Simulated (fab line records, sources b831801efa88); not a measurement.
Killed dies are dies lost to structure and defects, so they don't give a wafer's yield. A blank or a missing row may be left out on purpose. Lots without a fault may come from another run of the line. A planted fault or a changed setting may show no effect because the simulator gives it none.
fab line records | flow sky130
record lots=6 wafers=18 last_day=49
route steps=708 shown VIA2@523 METAL3@532 PAD_OPEN@708
lots that met no fault: from a run of the same line without faults
start_h: hours from the record's first day to the start of the lot's first wafer shown | wait_h: hours since the lot's step before | " the same as in the row above | L1.1+2: a row that stands for several wafers | - no value, or no start given | * or withheld: withheld | < > ~ a bound
route shown NAME@n: a module of which the file shows steps, and the number in the route of the first | usual: mean/standard deviation of fault-free wafers | same: alike in all rows | chamber/n: place in a boat | sites: the reading at each site | _std_site: their standard deviation | _edge_site: outer sites' mean less inner sites' | radius_mm: how far each site lies from the wafer's centre | mask NAME#n: copy n | behind: the tool/chamber that last shaped the wafer | hold: why the lot was held/for how many hours/how that ended | device: the transistor (n, p or np) that didn't switch | end of line: the same wafers' tests at the end of the route | a step without rows: its recipe alone | killed: dies lost to structure and defects at the first sort, not the wafer's yield | map: a wafer's dies, x killed, . not, _ none there
set.NAME: the setting as run; set.NAME@STEP: as run at that earlier step | model.NAME: the simulator's own value behind a step, which no gauge read
lots at some steps of the route; a table a step, a row a wafer
services: from which hour (start_h, from the record's first day; less than 0 if before it) a tool's chamber was out of use, for how many hours, and why
## steps
# step SKY_VIA2_STRIP_16
# recipe chemistry=O2/N2 power_w=1400 pressure_mtorr=1500 platen_temp_c=withheld o2_flow_sccm=3000 n2_flow_sccm=300 overash_fraction=0.5
# usual drypump_motor_current_A=5.8/0.59 oes_product_au=0.398/0.0047 strip_time_to_endpoint_s=4.035/0.026
# same overash_fraction=0.5
# columns lot.wafer tool chamber start_h wait_h drypump_motor_current_A oes_product_au rf_hours_counter_h strip_time_to_endpoint_s
L732.1 plasma_asher-03 0 917.50 0.0 5.0 0.401 78 4.031
L732.4 " 0 " " 5.0 0.399 - 4.032
L732.5 " 0 " " 5.0 0.409 - 4.004
L734.1 plasma_asher-03 1 938.50 0.0 5.9 0.398 80 4.036
L734.3 " 0 " " 5.0 0.385 - 3.993
L734.4 " 1 " " 6.0 0.393 - 4.036
L735.3 plasma_asher-04 0 947.88 0.1 5.3 0.405 - 4.044
L735.5 " 1 " " 6.3 0.401 - 4.035
L735.6 " 0 " " 5.3 0.401 - 4.033
L737.1 plasma_asher-04 0 955.98 0.0 5.4 0.396 21 3.999
L737.2 " 1 " " 6.2 0.396 21 4.035
L737.3 " 1 " " 6.3 0.395 - 4.024
L740.1 plasma_asher-02 0 972.25 0.0 5.3 0.396 118 4.042
L740.2 " 1 " " 6.7 0.399 118 4.045
L740.3 " 0 " " 5.3 0.403 - 4.066
L742.1 plasma_asher-04 1 991.03 0.0 6.3 0.395 25 4.034
L742.5 " 1 " " 6.3 0.388 - 4.023
L742.6 " 0 " " 5.3 0.394 - 4.050
# step SKY_VIA2_STRIP_17
# recipe chemistry=post_etch_residue_remover time_s=1200 temp_c=72.5
# step SKY_VIA2_CLEAN_18
# recipe chemistry=IPA time_s=180 temp_c=25
# step SKY_VIA2_CLEAN_19
# recipe chemistry=O3/DIW dry=n2_spin
# step SKY_VIA2_SPUTTER_20
# recipe material=TiN target_thk_nm=20 chamber_pressure_pa=5 power_w=4000 time_s=80
# step SKY_VIA2_CVD_21
# recipe material=W target_thk_nm=420 time_s=126.4 temp_c=400 pressure_torr=40
# usual heater_power_w=908/92
# columns lot.wafer tool chamber start_h wait_h heater_power_w
L732.1 cvd_w-02 0 918.16 0.0 807
L732.4 " 1 " " 1049
L732.5 " 1 " " 1048
L734.1 cvd_w-01 1 939.22 0.0 826
L734.3 " 1 " " 828
L734.4 " 1 " " 842
L735.3 cvd_w-02 1 948.55 0.1 1026
L735.5 " 0 " " 801
L735.6 " 1 " " 1051
L737.1 cvd_w-01 0 956.63 0.0 952
L737.2 " 1 " " 808
L737.3 " 0 " " 966
L740.1 cvd_w-02 1 972.94 0.0 1026
L740.2 " 0 " " 838
L740.3 " 1 " " 1041
L742.1 cvd_w-02 0 991.75 0.0 839
L742.5 " 1 " " 1012
L742.6 " 0 " " 794
# step SKY_VIA2_RS_MEAS_22
# recipe thk_meas_gauge=four-point-probe reads=W_of_VIA2_CVD_21+TiN_of_VIA2_SPUTTER_20
# usual VIA2_W_RS=0.2721/0.0025
# columns lot.wafer tool chamber start_h wait_h VIA2_W_RS[ohm/sq]
L732.1 film_metro-03 - 918.29 0.1 0.2752
L732.4 " - " " 0.2717
L732.5 " - " " 0.2713
L734.1 film_metro-04 - 939.48 0.2 0.2715
L734.3 " - " " 0.2752
L734.4 " - " " 0.2753
L735.3 film_metro-03 - 948.67 0.1 0.2698
L735.5 " - " " 0.2740
L735.6 " - " " 0.2678
L737.1 film_metro-04 - 956.76 0.1 0.2701
L737.2 " - " " 0.2732
L737.3 " - " " 0.2716
L740.1 film_metro-04 - 973.07 0.1 0.2691
L740.2 " - " " 0.2695
L740.3 " - " " 0.2683
L742.1 film_metro-03 - 991.88 0.1 0.2729
L742.5 " - " " 0.2724
L742.6 " - " " 0.2699
# step SKY_VIA2_THK_MEAS_23
# recipe thk_meas_gauge=xrf reads=W_of_VIA2_CVD_21
# usual VIA2_W_THK=406/5.3
# columns lot.wafer tool chamber start_h wait_h VIA2_W_THK[nm]
L732.1 film_metro-03 - 918.41 0.1 406
L732.4 " - " " 411
L732.5 " - " " 414
L734.1 film_metro-04 - 939.60 0.1 408
L734.3 " - " " 401
L734.4 " - " " 405
L735.3 film_metro-03 - 948.77 0.1 409
L735.5 " - " " 407
L735.6 " - " " 417
L737.1 film_metro-04 - 956.88 0.1 413
L737.2 " - " " 404
L737.3 " - " " 407
L740.1 film_metro-04 - 973.19 0.1 410
L740.2 " - " " 408
L740.3 " - " " 411
L742.1 film_metro-03 - 992.00 0.1 408
L742.5 " - " " 409
L742.6 " - " " 411
# step SKY_VIA2_CMP_24
# recipe stop_on=SiO2 t_overpolish_s=20 down_force_psi=3.5 platen_rpm=60 target_thk_nm=0 pad_velocity_m_s=0.94248
# usual motor_current_A=11.2/0.94 overpolish_run_s=19.999/0.009 retaining_ring_pressure_frac=1.001/0.0048 time_to_endpoint_s=102/4.3
# columns lot.wafer tool chamber start_h wait_h motor_current_A overpolish_run_s retaining_ring_pressure_frac time_to_endpoint_s
L732.1 cmp-01 0 918.47 0.1 9.8 20.007 1.010 102
L732.4 " 1 " " 11.9 19.999 1.001 104
L732.5 " 0 " " 10.0 20.005 0.999 109
L734.4 cmp-02 2 939.66 0.0 11.4 19.995 1.005 101
L734.3 " 3 " " 11.7 19.993 1.001 98
L734.1 " 1 " " 11.1 20.003 1.001 99
L735.3 cmp-01 1 949.11 0.3 11.7 19.986 1.008 107
L735.6 " 3 " " 10.0 19.981 1.000 103
L735.5 " 0 " " 10.0 20.007 1.003 105
L737.2 cmp-02 0 956.99 0.1 11.6 19.990 0.998 97
L737.3 " 1 " " 11.2 19.998 0.999 103
L737.1 " 2 " " 11.7 20.003 1.004 103
L740.3 cmp-02 3 973.30 0.1 11.8 20.009 1.007 96
L740.2 " 0 " " 12.5 19.996 0.999 89
L740.1 " 1 " " 11.5 20.006 1.009 98
L742.1 cmp-02 1 992.11 0.1 11.8 20.004 0.996 100
L742.5 " 0 " " 12.6 20.004 1.000 94
L742.6 " 1 " " 11.2 20.007 0.998 102
# step SKY_METAL3_SPUTTER_00
# recipe material=Ti target_thk_nm=15 power_w=3000 time_s=10 chamber_pressure_pa=0.4
# usual cathode_dc_power_W=3000.0/0.54 throttle_valve_pct=29.8/1.1
# columns lot.wafer tool chamber start_h wait_h cathode_dc_power_W throttle_valve_pct
L732.1 pvd_sputter-03 - 918.77 0.2 3000.1 28.9
L732.4 " - " " 2999.9 32.3
L732.5 " - " " 3000.6 29.1
L734.1 pvd_sputter-03 - 939.96 0.1 2999.6 32.0
L734.3 " - " " 2999.3 28.8
L734.4 " - " " 3001.3 29.6
L735.3 pvd_sputter-04 - 949.31 0.1 2999.6 29.1
L735.5 " - " " 3000.7 30.2
L735.6 " - " " 2999.1 29.2
L737.1 pvd_sputter-01 - 957.24 0.1 3000.6 29.0
L737.2 " - " " 3000.1 30.3
L737.3 " - " " 3000.5 29.6
L740.1 pvd_sputter-01 - 973.55 0.1 2999.6 29.2
L740.2 " - " " 2999.6 29.6
L740.3 " - " " 2999.7 29.0
L742.1 pvd_sputter-03 - 992.36 0.2 2999.6 29.8
L742.5 " - " " 3000.6 29.6
L742.6 " - " " 2999.0 32.3
# step SKY_METAL3_SPUTTER_01
# recipe material=TiN target_thk_nm=20 power_w=6500 time_s=16.7 chamber_pressure_pa=0.4
# step SKY_METAL3_SPUTTER_02
# recipe material=AlCu target_thk_nm=735 power_w=10600 time_s=39.1 chamber_pressure_pa=0.4
# step SKY_METAL3_SPUTTER_03
# recipe material=Ti target_thk_nm=5 power_w=3000 time_s=3.3 chamber_pressure_pa=0.4
# usual cathode_dc_power_W=3000.0/0.52 throttle_valve_pct=29.8/1.1
# columns lot.wafer tool chamber start_h wait_h cathode_dc_power_W throttle_valve_pct model.Ti_of_METAL3_SPUTTER_03.thk_nm
L732.1 pvd_sputter-03 - 918.86 0.0 2999.8 28.7 7.189
L732.4 " - " " 2999.4 32.0 7.318
L732.5 " - " " 2999.7 28.8 7.231
L734.1 pvd_sputter-03 - 940.04 0.0 2999.9 32.2 7.103
L734.3 " - " " 2999.2 29.0 7.101
L734.4 " - " " 3000.5 29.7 7.041
L735.3 pvd_sputter-04 - 949.39 0.0 2999.5 29.0 5.115
L735.5 " - " " 3000.4 29.8 5.117
L735.6 " - " " 3000.3 29.4 5.135
L737.1 pvd_sputter-01 - 957.33 0.0 3000.4 28.9 4.974
L737.2 " - " " 2999.7 30.0 4.876
L737.3 " - " " 3000.3 29.7 4.873
L740.1 pvd_sputter-01 - 973.63 0.0 2999.5 28.9 4.909
L740.2 " - " " 2999.4 29.7 4.95
L740.3 " - " " 3000.0 28.9 4.929
L742.1 pvd_sputter-03 - 992.45 0.0 3000.0 29.4 5.333
L742.5 " - " " 3000.5 29.4 5.218
L742.6 " - " " 2999.6 32.3 5.421
# step SKY_METAL3_SPUTTER_04
# recipe material=TiN target_thk_nm=70 power_w=6500 time_s=58.3 chamber_pressure_pa=0.4
# usual cathode_dc_power_W=6500.1/1.2 throttle_valve_pct=29.8/1.1
# columns lot.wafer tool chamber start_h wait_h cathode_dc_power_W throttle_valve_pct
L732.1 pvd_sputter-03 - 918.87 0.0 6500.1 28.7
L732.4 " - " " 6500.8 32.3
L732.5 " - " " 6500.4 28.9
L734.1 pvd_sputter-03 - 940.06 0.0 6500.9 32.2
L734.3 " - " " 6499.1 28.6
L734.4 " - " " 6501.2 29.5
L735.3 pvd_sputter-04 - 949.41 0.0 6499.8 29.0
L735.5 " - " " 6497.9 30.0
L735.6 " - " " 6501.7 29.3
L737.1 pvd_sputter-01 - 957.35 0.0 6500.2 28.9
L737.2 " - " " 6501.5 29.9
L737.3 " - " " 6498.4 29.5
L740.1 pvd_sputter-01 - 973.65 0.0 6499.9 29.1
L740.2 " - " " 6501.3 29.5
L740.3 " - " " 6500.9 28.8
L742.1 pvd_sputter-03 - 992.47 0.0 6499.2 29.7
L742.5 " - " " 6498.6 29.4
L742.6 " - " " 6502.7 32.2
# step SKY_PAD_OPEN_PROBE_99
# usual defect_limited_yield=82.7/1.9 killed_at_M0_to_M3=43/6.8 killed_at_M4_up=2.9/1.7 killed_at_contacts=24/5.4 killed_at_front_end=15/4.8 killed_at_other=0.3/0.57 killed_dies=85/9.4 killed_open=47/7.5 killed_short=38/5.7 sort_bin_3_pad_short=0.8/0.37 sort_bin_5_function=10.2/1.5 sort_bin_6_memory=6.2/1.1 sort_n_pass=407/9.4 sort_yield_pct=82.7/1.9
# same gross_dies=492 killed_at_back_side=0 sort_bin_4_leakage[%]=0 sort_bin_8_speed[%]=0
# columns lot.wafer tool chamber start_h wait_h defect_limited_yield[%] killed_at_M0_to_M3 killed_at_M4_up killed_at_contacts killed_at_front_end killed_at_other killed_dies killed_open killed_short sort_bin_3_pad_short[%] sort_bin_5_function[%] sort_bin_6_memory[%] sort_n_pass sort_yield_pct[%]
L734.3 prober-01 - 1147.95 0.2 81.1 47 2 26 18 0 93 58 35 1.0 11.8 6.1 399 81.1
L735.5 prober-02 - 1152.19 0.2 83.1 43 5 20 15 0 83 47 36 0.4 10.0 6.5 409 83.1
L735.6 prober-02 - 1152.24 0.2 82.5 46 3 32 5 0 86 54 32 0.8 9.8 6.9 406 82.5
L737.1 prober-02 - 1155.23 0.1 82.9 41 3 23 17 0 84 48 36 0.8 10.6 5.7 408 82.9
L737.2 prober-02 - 1155.28 0.1 82.5 37 2 34 12 1 86 53 33 0.6 10.2 6.7 406 82.5
L737.3 prober-02 - 1155.33 0.2 85.6 37 4 19 11 0 71 44 27 0.8 7.3 6.3 421 85.6
# killed by level:class
L734.3 VIA1:geometric_particle:open=13 CONTACT:geometric_particle:open=10 POLY_GATE:geometric_particle:open=9 METAL1:geometric_particle:short=9 LI_CONTACT:geometric_particle:open=6 VIA3:geometric_particle:open=6 LOCAL_INTERCONNECT:geometric_particle:short=5 METAL2:geometric_particle:short=4
L735.5 VIA1:geometric_particle:open=13 METAL2:geometric_particle:short=10 CONTACT:geometric_particle:short=6 LI_CONTACT:geometric_particle:open=6 CONTACT:geometric_particle:open=6 FIELD_ISO:geometric_particle:short=5 VIA3:geometric_particle:open=5 VIA2:geometric_particle:open=5
L735.6 CONTACT:geometric_particle:open=12 VIA3:geometric_particle:open=11 VIA1:geometric_particle:open=10 LI_CONTACT:geometric_particle:open=10 METAL2:geometric_particle:short=8 LOCAL_INTERCONNECT:geometric_particle:short=5 VIA3:geometric_particle:short=5 VIA2:geometric_particle:open=4
L737.1 LI_CONTACT:geometric_particle:open=8 VIA2:geometric_particle:open=8 CONTACT:geometric_particle:open=7 VIA3:geometric_particle:open=7 VIA1:geometric_particle:open=6 FIELD_ISO:geometric_particle:open=5 FIELD_ISO:geometric_particle:short=5 POLY_GATE:geometric_particle:short=4
L737.2 LI_CONTACT:geometric_particle:open=12 VIA1:geometric_particle:open=11 CONTACT:geometric_particle:open=8 CONTACT:geometric_particle:short=8 VIA2:geometric_particle:open=8 VIA3:geometric_particle:open=6 POLY_GATE:geometric_particle:short=3 LOCAL_INTERCONNECT:geometric_particle:short=3
L737.3 VIA3:geometric_particle:open=8 VIA2:geometric_particle:open=8 CONTACT:geometric_particle:open=7 VIA1:geometric_particle:open=7 POLY_GATE:geometric_particle:open=4 LI_CONTACT:geometric_particle:open=4 LOCAL_INTERCONNECT:geometric_particle:short=4 CONTACT:geometric_particle:short=4
## services
# columns tool chamber start_h hours kind
cvd_w-02 - 904.00 14.0 pm
cvd_w-02 0 904.00 14.0 vent_cycle
cvd_w-02 1 904.00 14.0 vent_cycle
cvd_w-01 - 904.81 1.4 repair
cmp-02 - 908.97 5.1 repair
cvd_w-01 - 909.97 0.6 repair
cmp-02 - 914.05 4.0 pm
plasma_asher-04 - 916.56 0.7 repair
plasma_asher-03 - 922.27 4.3 repair
pvd_sputter-04 - 931.35 1.4 repair
cmp-01 - 933.05 8.1 pm
pvd_sputter-01 0 934.93 - consumable_replace:kit
pvd_sputter-01 0 934.93 18.0 scheduled_down
pvd_sputter-01 0 934.93 18.0 vent_cycle
plasma_asher-04 - 936.03 3.9 repair
cvd_w-01 0 938.88 2.7 repair
pvd_sputter-03 - 948.12 3.5 repair
pvd_sputter-03 - 955.13 5.2 repair
plasma_asher-04 - 960.05 0.6 repair
cmp-01 - 963.66 2.7 repair
plasma_asher-03 - 971.75 1.3 repair
cmp-02 - 975.61 1.3 repair
cvd_w-02 1 980.14 9.8 repair
pvd_sputter-03 - 987.20 4.1 repair
## key
first_sign none at tools or gauges
model_effect step=SKY_METAL3_SPUTTER_03 value=Ti_of_METAL3_SPUTTER_03.thk_nm without=5.144 struck=7.164
met_at SKY_METAL3_SPUTTER_03
struck_wafers L732.1,L732.4,L732.5,L734.1,L734.3,L734.4
also_fits SKY_VIA2_STRIP_16:plasma_asher-03
fault kind=process_parameter_drift tool=pvd_sputter-03 chamber=- onset_h=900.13 steps=SKY_METAL3_SPUTTER_03 channel=target_thk_nm offset=2.0204 shape=step end_h=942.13 acts_in=these_recipes_only stated=5
